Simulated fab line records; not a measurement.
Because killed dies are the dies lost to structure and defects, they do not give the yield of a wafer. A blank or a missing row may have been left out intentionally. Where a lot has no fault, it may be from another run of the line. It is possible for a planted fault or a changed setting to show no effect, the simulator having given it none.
fab line records	flow sfq-line
record lots=6	wafers=17	last-day=92
route steps=325 shown L0@6 L0V@16
lots that met no fault: from a run of the same line without faults
start-h: start of the lot's first displayed wafer, in hours after the record's first day	wait-h: how many hours have passed since the lot's step before this one	" the same as in the row above	L1.1+2: one row covering several wafers at once	- value missing, or start not given	* or withheld: withheld	< > ~ a bound
route shown NAME@n: NAME is a module with steps in the file, n the number in the route of the first one	usual: average and standard deviation across the fault-free wafers	same: alike in all rows	chamber/n: place in a boat	sites: readings site by site	_std_site: standard deviation across them	_edge_site: mean of outer sites minus mean of inner sites	radius-mm: how far each site lies from the wafer's centre	mask NAME#n: copy n	behind: the most recent tool/chamber to have shaped the wafer	hold: cause of the lot's hold/its duration in hours/its outcome	device: the n, p or np transistor that did not switch	end of line: the route-end tests of the same wafers	a step without rows: its recipe alone	killed: dies lost to structure and defects at the first sort, not the wafer's yield	map: the dies of a wafer, with x for killed, . for not killed, _ for no die there
set.NAME: setting as actually run; set.NAME@STEP: the setting as run at that earlier step	model.NAME: the simulator's own value behind a step, which no gauge read
lots seen at some steps along the route; tables by step, rows by wafer
services: the hour from which a tool's chamber was out of use, counted from the record's first day as start-h (under 0 if before that day), plus the number of hours and why
## steps
# step SFQ_TRILAYER_L0_LITHO_COAT_010
# recipe resist=BARC	spin-rpm=3000	resist-thk-nm=62
# step SFQ_TRILAYER_L0_LITHO_COAT_005
# recipe resist=KrF	spin-rpm=3000	resist-thk-nm=600
# step SFQ_TRILAYER_L0_LITHO_SOFTBAKE_009
# recipe temp-c=withheld	time-s=withheld	resist=KrF
# step SFQ_TRILAYER_L0_LITHO_EXPOSE_006
# recipe mask-id=L0	na=0.6	source-shape=conventional	sigma-outer=0.65	target-cd-nm=2000	dose-mj=14.4
# step SFQ_TRILAYER_L0_LITHO_PEB_008
# recipe peb-temp-c=115	peb-time-s=60	resist=KrF
# step SFQ_TRILAYER_L0_LITHO_DEVELOP_007
# recipe time-s=60	resist=KrF
# step SFQ_TRILAYER_L0_BARC_OPEN_METAL_ETCH_010
# recipe mask-material=PR	chemistry=O2	target-depth-nm=125	target=BARC	icp-w=600	bias-w=80	pressure-mtorr=10	time-s=41.7
# step SFQ_TRILAYER_L0_ETCH_METAL_ETCH_008
# recipe target=MoNx_KI	stop-on=SiO2	mask-material=PR	chemistry=SF6/O2	target-depth-nm=50	icp-w=600	bias-w=80	pressure-mtorr=10	time-s=25
# usual chamber-pressure-mTorr=9.998/0.0086	drypump-motor-current-A=6.0/0.52	oes-product-au=0.874/0.007	rf-fwd-power-W=593.6/2.2
lot.wafer	tool	chamber	start-h	wait-h	chamber-pressure-mTorr	drypump-motor-current-A	oes-product-au	rf-fwd-power-W	rf-hours-counter-h
L712.2	rie-metal-03	1	85.25	0.0	10.005	5.7	0.866	592.1	1
L712.4	"	1	"	"	9.996	5.8	0.864	590.8	-
L712.5	"	0	"	"	9.994	6.6	0.871	595.0	-
L720.2	rie-metal-02	0	126.92	0.0	10.003	6.3	0.870	596.5	49
L720.5	"	0	"	"	9.997	6.3	0.878	595.4	-
L720.6	"	1	"	"	9.981	5.9	0.877	596.7	-
L728.1	rie-metal-04	0	173.06	0.1	10.002	6.4	0.882	592.8	30
L728.2	"	0	"	"	9.993	6.4	0.879	595.6	-
L728.6	"	0	"	"	9.985	6.4	0.878	593.7	-
L730.2	rie-metal-04	0	184.55	0.0	10.001	6.4	0.881	593.9	33
L730.6	"	1	"	"	9.995	5.1	0.871	591.4	-
L734.2	rie-metal-04	1	206.57	0.0	9.985	5.2	0.883	592.7	29
L734.5	"	1	"	"	9.993	5.1	0.874	593.5	-
L734.6	"	0	"	"	10.007	6.4	0.873	594.8	-
L735.1	rie-metal-04	0	210.17	0.0	10.005	6.4	0.878	594.7	37
L735.3	"	1	"	"	10.016	5.2	0.878	589.9	-
L735.4	"	0	"	"	9.990	6.4	0.884	593.4	-
# step SFQ_TRILAYER_L0_STRIP_STRIP_009
# recipe gas=O2	power-w=200	platen-temp-c=40	overash-fraction=0.65	chemistry=O2	pressure-mtorr=50
# usual chamber-pressure-mTorr=50.00/0.046	drypump-motor-current-A=6.0/0.51	oes-product-au=0.997/0.0084
lot.wafer	tool	chamber	start-h	wait-h	chamber-pressure-mTorr	drypump-motor-current-A	oes-product-au	rf-hours-counter-h
L712.2	rie-metal-03	1	85.30	0.0	50.03	5.7	0.997	2
L712.4	"	1	"	"	49.90	5.7	0.997	-
L712.5	"	0	"	"	49.95	6.6	0.991	-
L720.2	rie-metal-02	0	126.97	0.0	50.01	6.3	1.007	49
L720.5	"	0	"	"	49.95	6.3	1.001	-
L720.6	"	1	"	"	49.96	5.9	1.007	-
L728.1	rie-metal-04	0	173.15	0.1	49.97	6.4	0.990	30
L728.2	"	0	"	"	50.00	6.4	0.987	-
L728.6	"	0	"	"	50.00	6.3	0.984	-
L730.2	rie-metal-04	0	184.59	0.0	49.99	6.4	0.997	33
L730.6	"	1	"	"	49.95	5.2	1.000	-
L734.2	rie-metal-04	1	206.62	0.0	50.10	5.2	1.016	29
L734.5	"	1	"	"	49.92	5.2	1.016	-
L734.6	"	0	"	"	49.99	6.4	0.999	-
L735.1	rie-metal-04	0	210.22	0.0	50.05	6.3	0.997	37
L735.3	"	1	"	"	49.91	5.2	1.011	-
L735.4	"	0	"	"	50.04	6.4	0.997	-
# step SFQ_TRILAYER_L0_STRIP_SOLV_CLEAN_010
# recipe chemistry=NMP	temp-c=70	time-s=600
# step SFQ_TRILAYER_L0_CAP_PECVD_011
# recipe material=SiO2	temp-c=150	time-s=13.333	pressure-torr=2.4	rf-w=183.3	precursor=SiH4/N2O	target-thk-nm=60
# usual heater-power-w=86/18	rf-fwd-power-W=179.6/1	throttle-valve-pct=25.0/0.69
lot.wafer	tool	chamber	start-h	wait-h	heater-power-w	rf-fwd-power-W	throttle-valve-pct
L712.2	pecvd-03	0	86.07	0.0	104	181.0	25.2
L712.4	"	0	"	"	103	180.8	25.6
L712.5	"	2	"	"	78	179.2	25.3
L720.2	pecvd-02	1	127.76	0.0	78	180.2	23.4
L720.5	"	2	"	"	86	178.6	24.9
L720.6	"	1	"	"	78	179.6	23.5
L728.1	pecvd-01	0	174.53	0.0	96	178.6	24.6
L728.2	"	1	"	"	105	180.4	24.8
L728.6	"	2	"	"	64	179.4	25.4
L730.2	pecvd-01	2	185.39	0.0	61	178.3	25.6
L730.6	"	2	"	"	62	178.5	25.9
L734.2	pecvd-02	0	207.57	0.0	60	180.4	25.5
L734.5	"	0	"	"	60	181.2	25.2
L734.6	"	1	"	"	84	178.3	23.6
L735.1	pecvd-02	1	210.99	0.0	83	179.9	23.5
L735.3	"	0	"	"	62	179.8	25.7
L735.4	"	2	"	"	82	178.6	25.6
# step SFQ_TRILAYER_L0_VIA_LITHO_COAT_018
# recipe resist=BARC	spin-rpm=3000	resist-thk-nm=62
# step SFQ_TRILAYER_L0_VIA_LITHO_COAT_013
# recipe resist=KrF	spin-rpm=3000	resist-thk-nm=650
# usual spin-speed-rpm=2999.9/1.9
lot.wafer	tool	chamber	start-h	wait-h	spin-speed-rpm	model.KrF_of_TRILAYER_L0_VIA_LITHO_COAT_013.thk-nm
L712.2	litho-track-02	0	86.44	0.2	2999.9	645.7
L712.4	"	0	"	"	3000.4	645.8
L712.5	"	0	"	"	3000.2	647.9
L720.2	litho-track-01	0	128.42	0.2	2995.7	650.3
L720.5	"	0	"	"	2999.2	651.3
L720.6	"	0	"	"	2997.7	649.8
L728.1	litho-track-02	0	174.85	0.2	3000.9	675.6
L728.2	"	0	"	"	2998.3	644.2
L728.6	"	0	"	"	3001.8	674.5
L730.2	litho-track-02	0	185.94	0.2	3001.0	648
L730.6	"	0	"	"	3003.8	681
L734.2	litho-track-04	0	207.94	0.2	2997.1	652.9
L734.5	"	0	"	"	2997.0	653
L734.6	"	0	"	"	3001.4	651.9
L735.1	litho-track-01	0	211.31	0.2	2999.0	650
L735.3	"	0	"	"	2998.9	649.9
L735.4	"	0	"	"	3001.3	650.9
# step SFQ_TRILAYER_L0_VIA_LITHO_SOFTBAKE_017
# recipe temp-c=withheld	time-s=withheld	resist=KrF
# step SFQ_TRILAYER_L0_VIA_LITHO_EXPOSE_014
# recipe mask-id=L0V	na=0.6	source-shape=conventional	sigma-outer=0.65	target-cd-nm=700	dose-mj=21.3
# step SFQ_TRILAYER_L0_VIA_LITHO_PEB_016
# recipe peb-temp-c=115	peb-time-s=60	resist=KrF
# step SFQ_TRILAYER_L0_VIA_LITHO_DEVELOP_015
# recipe time-s=60	resist=KrF
# step SFQ_L0V_OVL_MEAS_903
# usual L0V_OVL=-1/4.9
lot.wafer	tool	chamber	start-h	wait-h	L0V_OVL[nm]
L712.2	overlay-01	-	160.47	0.1	0
L712.4	"	-	"	"	-7
L712.5	"	-	"	"	-4
L720.2	overlay-02	-	211.32	0.1	-1
L720.5	"	-	"	"	-6
L720.6	"	-	"	"	-6
L728.1	overlay-01	-	265.41	0.1	1
L728.2	"	-	"	"	7
L728.6	"	-	"	"	1
L730.2	overlay-02	-	278.42	0.1	-3
L730.6	"	-	"	"	-4
L734.2	overlay-01	-	307.09	0.1	5
L734.5	"	-	"	"	-3
L734.6	"	-	"	"	4
L735.1	overlay-02	-	314.28	0.1	-4
L735.3	"	-	"	"	-5
L735.4	"	-	"	"	1
# step SFQ_TRILAYER_L0_VIA_BARC_OPEN_VIA_ETCH_021
# recipe mask-material=PR	chemistry=O2	target-depth-nm=125	target=BARC	source-w=500	bias-w=80	pressure-mtorr=30	time-s=41.7
# usual chamber-pressure-mTorr=29.997/0.027	drypump-motor-current-A=5.4/0.53	oes-product-au=0.685/0.0047	rf-fwd-power-W=494.6/2.4
lot.wafer	tool	chamber	start-h	wait-h	chamber-pressure-mTorr	drypump-motor-current-A	oes-product-au	rf-fwd-power-W	rf-hours-counter-h
L712.2	rie-diel-04	0	160.50	0.0	30.001	5.7	0.685	494.7	18
L712.4	"	2	"	"	30.023	5.3	0.692	495.7	77
L712.5	"	1	"	"	30.006	5.3	0.684	498.1	-
L720.2	rie-diel-03	0	211.35	0.0	29.998	6.5	0.674	496.0	5
L720.5	"	2	"	"	29.985	5.7	0.681	495.6	-
L720.6	"	3	"	"	30.011	4.7	0.682	498.3	-
L728.1	rie-diel-03	0	265.45	0.0	29.937	6.6	0.678	497.5	6
L728.2	"	3	"	"	29.979	4.7	0.690	497.1	57
L728.6	"	2	"	"	30.025	5.7	0.680	496.8	-
L730.2	rie-diel-02	3	278.45	0.0	29.980	5.8	0.687	491.8	105
L730.6	"	2	"	"	29.996	5.0	0.690	492.1	-
L734.2	rie-diel-02	0	307.12	0.0	30.038	5.5	0.679	492.5	101
L734.5	"	3	"	"	30.002	5.8	0.677	487.5	-
L734.6	"	2	"	"	29.960	5.0	0.680	494.5	-
L735.1	rie-diel-02	1	314.32	0.0	30.049	5.0	0.683	494.5	0
L735.3	"	0	"	"	29.974	5.5	0.681	495.9	101
L735.4	"	2	"	"	29.993	5.0	0.688	489.8	22
# step SFQ_TRILAYER_L0_VIA_ETCH_VIA_ETCH_016
# recipe target=SiO2	stop-on=MoNx_KI	mask-material=PR	chemistry=CHF3	target-depth-nm=80	source-w=500	bias-w=80	pressure-mtorr=30	time-s=withheld
# usual chamber-pressure-mTorr=29.999/0.028	drypump-motor-current-A=5.4/0.52	oes-product-au=0.842/0.0073	rf-fwd-power-W=495.4/1.9
lot.wafer	tool	chamber	start-h	wait-h	chamber-pressure-mTorr	drypump-motor-current-A	oes-product-au	rf-fwd-power-W	model.KrF_of_TRILAYER_L0_VIA_LITHO_COAT_013.thk-nm
L712.2	rie-diel-04	0	160.54	0.0	30.075	5.7	0.840	495.2	558
L712.4	"	2	"	"	29.943	5.3	0.845	496.9	555.5
L712.5	"	1	"	"	30.016	5.3	0.849	495.4	558.4
L720.2	rie-diel-03	0	211.39	0.0	30.051	6.5	0.836	498.2	562
L720.5	"	2	"	"	30.026	5.8	0.842	495.6	561.7
L720.6	"	3	"	"	30.045	4.7	0.845	497.0	560.2
L728.1	rie-diel-03	0	265.49	0.0	30.046	6.6	0.840	497.5	586.9
L728.2	"	3	"	"	30.000	4.7	0.839	497.5	554.5
L728.6	"	2	"	"	30.013	5.8	0.857	496.0	586.2
L730.2	rie-diel-02	3	278.49	0.0	30.015	5.8	0.842	492.9	558
L730.6	"	2	"	"	30.041	5.0	0.847	494.0	588.9
L734.2	rie-diel-02	0	307.16	0.0	29.988	5.5	0.837	497.4	563.9
L734.5	"	3	"	"	30.013	5.8	0.846	490.9	563.3
L734.6	"	2	"	"	29.995	5.0	0.843	494.5	561
L735.1	rie-diel-02	1	314.36	0.0	29.996	5.0	0.838	494.8	561.3
L735.3	"	0	"	"	30.014	5.5	0.843	494.3	560.7
L735.4	"	2	"	"	29.956	5.1	0.848	495.2	560.3
# step SFQ_TRILAYER_L0_VIA_STRIP_STRIP_017
# recipe gas=O2	power-w=200	platen-temp-c=40	overash-fraction=0.65	chemistry=O2	pressure-mtorr=50
# usual chamber-pressure-mTorr=50.00/0.047	drypump-motor-current-A=6.0/0.43	oes-product-au=1.000/0.011
lot.wafer	tool	chamber	start-h	wait-h	chamber-pressure-mTorr	drypump-motor-current-A	oes-product-au	rf-hours-counter-h
L712.2	rie-metal-04	1	160.59	-	50.07	5.1	0.998	23
L712.4	"	1	"	"	49.98	5.1	0.999	-
L712.5	"	0	"	"	50.03	6.4	0.992	-
L720.2	rie-metal-01	1	211.43	-	50.03	6.1	1.002	110
L720.5	"	1	"	"	50.04	6.1	1.013	-
L720.6	"	0	"	"	50.06	5.9	1.024	-
L728.1	rie-metal-03	0	265.53	-	49.90	6.6	0.990	40
L728.2	"	1	"	"	50.02	5.7	1.004	34
L728.6	"	0	"	"	50.04	6.6	0.989	-
L730.2	rie-metal-03	1	278.53	-	49.96	5.7	1.013	37
L730.6	"	0	"	"	49.95	6.6	0.973	-
L734.2	rie-metal-01	0	307.21	-	50.09	6.0	1.007	3
L734.5	"	0	"	"	49.99	5.9	1.006	-
L734.6	"	1	"	"	50.03	6.1	0.989	-
L735.1	rie-metal-04	0	314.41	-	50.01	6.4	1.002	54
L735.3	"	0	"	"	49.96	6.4	1.003	-
L735.4	"	1	"	"	50.01	5.2	1.007	-
## services
tool	chamber	start-h	hours	kind
rie-diel-04	1	80.69	3.9	repair
rie-diel-03	0	82.33	7.1	repair
rie-metal-04	-	83.50	0.7	repair
rie-diel-03	-	104.75	2.8	pm
rie-metal-04	-	122.35	2.8	pm
rie-diel-03	2	127.90	6.5	repair
rie-metal-03	-	128.40	0.9	repair
rie-diel-02	-	131.54	15.6	pm
rie-metal-02	1	134.63	2.8	repair
rie-metal-02	0	136.72	4.3	repair
rie-diel-03	2	144.82	1.8	repair
rie-diel-02	2	150.39	52.5	repair
rie-diel-03	0	166.15	1.6	repair
rie-metal-04	1	166.51	7.1	repair
rie-diel-03	-	166.93	0.7	repair
pecvd-02	1	171.92	18.3	repair
rie-metal-02	-	172.43	0.8	repair
rie-diel-02	0	198.23	2.0	repair
rie-diel-02	2	216.32	4.4	repair
rie-diel-03	2	224.86	3.7	repair
rie-diel-03	0	239.54	11.6	repair
rie-metal-04	-	259.33	0.8	repair
rie-diel-02	-	276.77	0.5	repair
rie-diel-03	2	297.06	44.8	repair
## key
first-sign none at tools or gauges
model-effect step=SFQ_TRILAYER_L0_VIA_LITHO_COAT_013	value=KrF_of_TRILAYER_L0_VIA_LITHO_COAT_013.thk-nm	without=645.8	struck=677
model-effect step=SFQ_TRILAYER_L0_VIA_ETCH_VIA_ETCH_016	value=KrF_of_TRILAYER_L0_VIA_LITHO_COAT_013.thk-nm	without=556.1	struck=587.3
met-at SFQ_TRILAYER_L0_VIA_LITHO_COAT_013
struck-wafers L728.1,L728.6,L730.6
onset-between 86.44 174.85
fault kind=process-parameter-drift	tool=litho-track-02	chamber=-	onset-h=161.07	steps=SFQ_TRILAYER_L0_VIA_LITHO_COAT_013	channel=resist-thk-nm	offset=31.427	shape=step	end-h=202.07	scope=struck-wafers-only	acts-in=these-recipes-only	stated=650
